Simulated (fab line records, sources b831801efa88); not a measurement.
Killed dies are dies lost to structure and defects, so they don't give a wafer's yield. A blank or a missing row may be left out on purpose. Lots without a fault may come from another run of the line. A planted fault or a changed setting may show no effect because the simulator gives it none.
fab line records | flow sky130 | part 2 of 2: steps 43 to 43 of 43
record lots=7 wafers=21 last_day=50
route steps=708 shown SONOS_ONO@175 GATE_OXIDE@187 POLY_GATE@204 RES_PROTECT@206 PAD_OPEN@708
lots that met no fault: from a run of the same line without faults
start_h: hours from the record's first day to the start of the lot's first wafer shown | wait_h: hours since the lot's step before | " the same as in the row above | L1.1+2: a row that stands for several wafers | - no value, or no start given | * or withheld: withheld | < > ~ a bound
route shown NAME@n: a module of which the file shows steps, and the number in the route of the first | usual: mean/standard deviation of fault-free wafers | same: alike in all rows | chamber/n: place in a boat | sites: the reading at each site | _std_site: their standard deviation | _edge_site: outer sites' mean less inner sites' | radius_mm: how far each site lies from the wafer's centre | mask NAME#n: copy n | behind: the tool/chamber that last shaped the wafer | hold: why the lot was held/for how many hours/how that ended | device: the transistor (n, p or np) that didn't switch | end of line: the same wafers' tests at the end of the route | a step without rows: its recipe alone | killed: dies lost to structure and defects at the first sort, not the wafer's yield | map: a wafer's dies, x killed, . not, _ none there
set.NAME: the setting as run; set.NAME@STEP: as run at that earlier step | model.NAME: the simulator's own value behind a step, which no gauge read
lots at some steps of the route; a table a step, a row a wafer
services: from which hour (start_h, from the record's first day; less than 0 if before it) a tool's chamber was out of use, for how many hours, and why
## steps
# step SKY_PAD_OPEN_PROBE_99
# usual killed_at_M0_to_M3=42/5.8 killed_at_M4_up=3.0/2 killed_at_contacts=24/5.5 killed_at_front_end=15/3.9 killed_at_other=0.3/0.54 killed_dies=85/8.8 killed_open=47/6.8 killed_short=38/5.9
# same gross_dies=492 killed_at_back_side=0
# columns lot.wafer tool chamber start_h wait_h killed_at_M0_to_M3 killed_at_M4_up killed_at_contacts killed_at_front_end killed_at_other killed_dies killed_open killed_short model.etest.cap_thick_oxide.gate_bv_v model.etest.diode_nwell_sub.leak_log10_a_cm2 model.etest.diode_dnwell_sub.leak_log10_a_cm2 model.etest.diode_pwell_dnwell.leak_log10_a_cm2 model.etest.nfet_16v.off_log10_a_um model.etest.pfet_16v.off_log10_a_um
L479.1 prober-01 - 1087.26 0.1 34 4 22 15 1 76 41 35 15.04 -7.189 -7.517 -7.412 -13.86 -13.9
L479.2 prober-01 - 1087.31 0.1 43 1 16 13 1 74 38 35 15.49 -7.22 -7.015 -7.593 -13.85 -13.91
L479.5 prober-01 - 1087.46 0.2 34 4 23 13 0 74 41 33 15.45 -7.592 -7.3 -7.668 -13.76 -13.96
L486.4 prober-02 - 1125.57 0.2 35 7 17 15 0 74 38 36 16.29 -7.111 -7.59 -7.473 -13.86 -13.78
L486.5 prober-02 - 1125.62 0.2 40 3 32 15 0 90 52 38 15.05 -7.331 -7.256 -7.585 -13.71 -13.87
L486.6 prober-02 - 1125.67 0.2 32 1 23 9 0 65 39 26 15.41 -7.333 -7.506 -7.38 -13.67 -13.88
L487.3 prober-01 - 1130.12 0.2 50 1 22 16 1 90 54 36 15.79 -7.482 -7.186 -7.61 -13.86 -13.84
L487.5 prober-01 - 1130.22 0.2 42 5 20 14 0 81 52 28 16.17 -7.67 -7.419 -7.644 -13.96 -13.82
L487.6 prober-01 - 1130.27 0.2 41 6 23 16 0 86 53 33 15.88 -7.383 -7.577 -7.257 -13.85 -13.98
L494.3 prober-02 - 1165.07 0.2 44 6 15 11 0 76 42 34 14.87 -7.007 -6.88 -7.08 -13.77 -13.77
L494.5 prober-02 - 1165.17 0.2 37 3 33 14 1 88 46 42 15.06 -7.073 -6.688 -7.054 -13.69 -13.8
L494.6 prober-02 - 1165.22 0.2 44 3 20 16 0 83 42 41 15.11 -6.661 -6.838 -6.902 -13.68 -13.65
L495.1 prober-01 - 1175.11 0.1 39 3 21 13 0 76 42 34 14.97 -6.822 -7.021 -6.824 -13.65 -13.88
L495.2 prober-01 - 1175.16 0.1 43 1 26 16 0 86 44 42 14.87 -6.712 -6.977 -6.923 -13.62 -13.69
L495.4 prober-01 - 1175.26 0.2 42 3 23 13 0 81 42 39 14.22 -6.991 -6.955 -7.184 -13.65 -13.76
L499.3 prober-01 - 1193.06 0.2 51 1 28 16 0 96 52 44 15.15 -6.816 -6.872 -7.269 -13.79 -13.83
L499.4 prober-01 - 1193.11 0.2 47 3 25 12 0 87 47 40 15.12 -6.864 -6.748 -7.006 -13.74 -13.69
L499.6 prober-01 - 1193.21 0.2 49 2 23 16 1 91 50 41 14.95 -7.082 -6.893 -7.127 -13.65 -13.74
L501.1 prober-02 - 1204.65 0.1 42 1 37 10 1 91 55 36 16.23 -7.234 -7.327 -7.515 -13.86 -14
L501.3 prober-02 - 1204.75 0.2 39 0 20 18 0 77 35 42 15.72 -7.4 -7.33 -7.712 -13.86 -13.84
L501.6 prober-02 - 1204.90 0.2 44 1 25 15 0 85 44 39 15.73 -7.228 -7.126 -7.686 -13.9 -13.88
# killed by level:class
L479.1 VIA1:geometric_particle:open=8 LI_CONTACT:geometric_particle:open=7 FIELD_ISO:geometric_particle:open=5 LOCAL_INTERCONNECT:geometric_particle:short=5 VIA3:geometric_particle:open=5 CONTACT:geometric_particle:open=5 FIELD_ISO:geometric_particle:short=4 VIA1:geometric_particle:short=4
L479.2 VIA1:geometric_particle:open=11 METAL1:geometric_particle:short=8 METAL2:geometric_particle:short=6 LI_CONTACT:geometric_particle:open=4 CONTACT:geometric_particle:open=4 VIA1:geometric_particle:short=4 VIA2:geometric_particle:open=4 FIELD_ISO:geometric_particle:short=3
L479.5 CONTACT:geometric_particle:open=11 VIA1:geometric_particle:open=7 LI_CONTACT:geometric_particle:open=5 METAL1:geometric_particle:short=5 VIA1:geometric_particle:short=4 METAL3:geometric_particle:short=4 FIELD_ISO:geometric_particle:open=3 POLY_GATE:geometric_particle:open=3
L486.4 VIA1:geometric_particle:open=9 VIA3:geometric_particle:open=8 CONTACT:geometric_particle:open=7 LI_CONTACT:geometric_particle:open=6 METAL4:geometric_particle:short=6 FIELD_ISO:geometric_particle:short=5 POLY_GATE:geometric_particle:short=5 POLY_GATE:geometric_particle:open=3
L486.5 LI_CONTACT:geometric_particle:open=12 VIA1:geometric_particle:open=11 CONTACT:geometric_particle:open=8 METAL2:geometric_particle:short=6 POLY_GATE:geometric_particle:open=5 CONTACT:geometric_particle:short=5 VIA2:geometric_particle:open=4 METAL1:geometric_particle:short=4
L486.6 CONTACT:geometric_particle:open=9 VIA2:geometric_particle:open=8 LI_CONTACT:geometric_particle:open=7 VIA1:geometric_particle:open=7 METAL1:geometric_particle:short=6 LOCAL_INTERCONNECT:geometric_particle:short=5 POLY_GATE:geometric_particle:open=4 VIA3:geometric_particle:short=4
L487.3 VIA1:geometric_particle:open=11 VIA2:geometric_particle:open=8 LI_CONTACT:geometric_particle:open=8 CONTACT:geometric_particle:open=8 METAL2:geometric_particle:short=6 VIA3:geometric_particle:open=6 FIELD_ISO:geometric_particle:open=4 VIA1:geometric_particle:short=4
L487.5 VIA1:geometric_particle:open=12 CONTACT:geometric_particle:open=7 LI_CONTACT:geometric_particle:open=6 VIA2:geometric_particle:open=6 VIA3:geometric_particle:open=6 METAL4:geometric_particle:short=5 POLY_CUT:geometric_particle:open=4 METAL1:geometric_particle:short=4
L487.6 VIA1:geometric_particle:open=10 VIA2:geometric_particle:open=10 CONTACT:geometric_particle:open=8 METAL1:geometric_particle:short=6 LI_CONTACT:geometric_particle:open=6 FIELD_ISO:geometric_particle:open=5 FIELD_ISO:geometric_particle:short=4 METAL1:geometric_particle:open=4
L494.3 VIA1:geometric_particle:open=13 METAL2:geometric_particle:short=8 VIA3:geometric_particle:open=7 LI_CONTACT:geometric_particle:open=6 CONTACT:geometric_particle:open=5 METAL3:geometric_particle:short=5 METAL1:geometric_particle:short=3 SPACER:geometric_particle:short=3
L494.5 CONTACT:geometric_particle:open=11 VIA1:geometric_particle:open=11 LI_CONTACT:geometric_particle:open=8 LI_CONTACT:geometric_particle:short=6 VIA1:geometric_particle:short=6 LOCAL_INTERCONNECT:geometric_particle:short=5 METAL2:geometric_particle:short=4 FIELD_ISO:geometric_particle:short=3
L494.6 CONTACT:geometric_particle:open=12 METAL2:geometric_particle:short=8 VIA3:geometric_particle:open=7 VIA2:geometric_particle:open=6 FIELD_ISO:geometric_particle:open=5 VIA1:geometric_particle:open=5 VIA3:geometric_particle:short=5 METAL1:geometric_particle:short=5
L495.1 VIA1:geometric_particle:open=8 LI_CONTACT:geometric_particle:open=7 CONTACT:geometric_particle:open=7 METAL2:geometric_particle:short=6 METAL1:geometric_particle:short=6 VIA2:geometric_particle:open=5 VIA3:geometric_particle:open=4 FIELD_ISO:geometric_particle:short=3
L495.2 VIA1:geometric_particle:open=12 CONTACT:geometric_particle:short=8 METAL2:geometric_particle:short=8 VIA1:geometric_particle:short=6 POLY_GATE:geometric_particle:open=5 CONTACT:geometric_particle:open=5 VIA2:geometric_particle:open=5 FIELD_ISO:geometric_particle:short=4
L495.4 CONTACT:geometric_particle:open=10 VIA1:geometric_particle:open=8 METAL1:geometric_particle:short=7 METAL2:geometric_particle:short=7 POLY_GATE:geometric_particle:short=5 VIA2:geometric_particle:open=5 LI_CONTACT:geometric_particle:open=4 METAL3:geometric_particle:short=4
L499.3 CONTACT:geometric_particle:open=10 LI_CONTACT:geometric_particle:open=8 VIA1:geometric_particle:open=8 VIA2:geometric_particle:open=7 METAL1:geometric_particle:short=7 VIA1:geometric_particle:short=7 VIA3:geometric_particle:open=7 METAL2:geometric_particle:short=5
L499.4 CONTACT:geometric_particle:open=10 VIA3:geometric_particle:open=9 VIA1:geometric_particle:short=6 CONTACT:geometric_particle:short=6 VIA1:geometric_particle:open=6 METAL1:geometric_particle:short=5 METAL2:geometric_particle:short=5 VIA3:geometric_particle:short=5
L499.6 VIA2:geometric_particle:open=8 LI_CONTACT:geometric_particle:open=7 CONTACT:geometric_particle:open=7 METAL1:geometric_particle:short=6 VIA1:geometric_particle:short=6 VIA3:geometric_particle:open=6 VIA1:geometric_particle:open=5 VIA2:geometric_particle:short=5
L501.1 CONTACT:geometric_particle:open=13 VIA3:geometric_particle:open=10 LI_CONTACT:geometric_particle:open=8 LOCAL_INTERCONNECT:geometric_particle:short=7 VIA1:geometric_particle:open=7 FIELD_ISO:geometric_particle:short=5 LOCAL_INTERCONNECT:geometric_particle:open=4 CONTACT:geometric_particle:short=4
L501.3 CONTACT:geometric_particle:open=10 METAL1:geometric_particle:short=8 VIA1:geometric_particle:open=7 FIELD_ISO:geometric_particle:short=6 VIA1:geometric_particle:short=6 LI_CONTACT:geometric_particle:open=5 METAL2:geometric_particle:short=5 FIELD_ISO:geometric_particle:open=4
L501.6 VIA1:geometric_particle:open=12 CONTACT:geometric_particle:open=11 LOCAL_INTERCONNECT:geometric_particle:short=6 METAL2:geometric_particle:short=6 METAL3:geometric_particle:short=5 CONTACT:geometric_particle:short=4 VIA2:geometric_particle:open=4 FIELD_ISO:geometric_particle:short=3
## services
# columns tool chamber start_h hours kind
rie_diel-03 1 254.52 6.1 repair
plasma_asher-04 - 264.38 10.5 repair
rie_diel-03 0 275.50 3.9 repair
rie_diel-03 0 295.15 56.0 repair
plasma_asher-04 - 330.09 4.3 pm
wet_bench-04 - 363.25 1.6 repair
rie_diel-03 2 373.26 1.3 repair
rie_diel-03 1 383.27 15.4 repair
rie_diel-03 3 386.45 2.8 repair
rie_diel-01 3 407.79 2.6 repair
plasma_asher-02 - 421.25 9.0 pm
wet_bench-03 - 423.06 3.0 repair
rie_diel-03 - 425.40 14.6 pm
rie_diel-01 3 433.77 2.9 repair
plasma_asher-01 - 434.18 14.6 pm
rie_diel-03 3 455.27 5.3 repair
plasma_asher-02 - 460.10 0.5 repair
plasma_asher-02 - 460.46 0.8 repair
plasma_asher-01 - 480.32 1.8 repair
plasma_asher-03 - 480.41 1.2 repair
rie_diel-03 3 495.35 10.3 repair
rie_diel-01 0 505.21 16.3 repair
rie_diel-03 3 515.76 2.7 repair
plasma_asher-04 - 529.17 3.9 repair
## key
first_sign none at tools or gauges
model_effect step=SKY_PAD_OPEN_PROBE_99 value=etest.cap_thick_oxide.gate_bv_v without=15.47 struck=14.92
met_at SKY_GATE_OXIDE_CLEAN_00
struck_wafers L494.3,L494.5,L494.6,L495.1,L495.2,L495.4,L499.3,L499.4,L499.6
tester_left_out L494,L495,L499
onset_between 334.35 400.46
fault kind=metallic_contamination_source tool=wet_bench-03 chamber=- onset_h=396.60 steps=SKY_GATE_OXIDE_CLEAN_00 rate_cm2_per_visit=2.0215e+11 species=metal_fe_cm2
# tester_left_out: of these lots the tester's yield and bins aren't shown, on N5 and GAA mostly nor the transistor test; their killed dies are dies lost to structure and defects alone, not to doping, threshold or leakage, so they don't give the yield
